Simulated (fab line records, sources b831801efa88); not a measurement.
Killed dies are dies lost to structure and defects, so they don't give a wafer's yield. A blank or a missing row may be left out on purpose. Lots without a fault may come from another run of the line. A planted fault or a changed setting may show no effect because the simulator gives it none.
Chamber matching | flow gf180mcu | GF_V2_CVD_02 on pecvd-02: 3 sister chambers
The step deposits SiO2 from TEOS, target thk 850 nm, time 94.851 s. 6 wafers are shown with their chamber, then 7 later ones without.

WAFERS WITH THEIR CHAMBER
wafer  | chamber | heater_power_w (W) | heater_power_outer_w (W)
L350.3 | 2       | 1016               | 556
L350.6 | 2       | 1081               | 596
L355.2 | 0       | 653                | 360
L355.6 | 1       | 734                | 414
L358.2 | 1       | 762                | 454
L358.5 | 0       | 655                | 344

WAFERS WITHOUT THEIR CHAMBER
wafer  | heater_power_w (W) | heater_power_outer_w (W)
L358.6 | 1004               | 544
L359.2 | 721                | 411
L359.4 | 748                | 442
L359.6 | 996                | 541
L361.3 | 954                | 518
L361.5 | 1037               | 573
L361.6 | 604                | 328

WHICH CHAMBER EACH WENT THROUGH
wafer  | from the rows above | in truth
L358.6 | 2                   | 2
L359.2 | 1                   | 1
L359.4 | 1                   | 1
L359.6 | 2                   | 2
L361.3 | 2                   | 2
L361.5 | 2                   | 2
L361.6 | 0                   | 0
Placed correctly: 7 of 7. Can't be placed from these rows: 0. Placed wrongly: 0.
How it was worked out, from the rows above alone: a wafer's distance from a chamber is the root of the sum, over the readings, of the square of ((its reading less the chamber's mean) divided by the reading's scatter). The wafer belongs to the nearest chamber; if the next one is less than 2 further off, it can't be placed. A chamber's mean is the mean of its shown wafers. The scatter: the root of (the sum of the squares of (reading less its chamber's mean) over the shown wafers, divided by (wafers less chambers)).
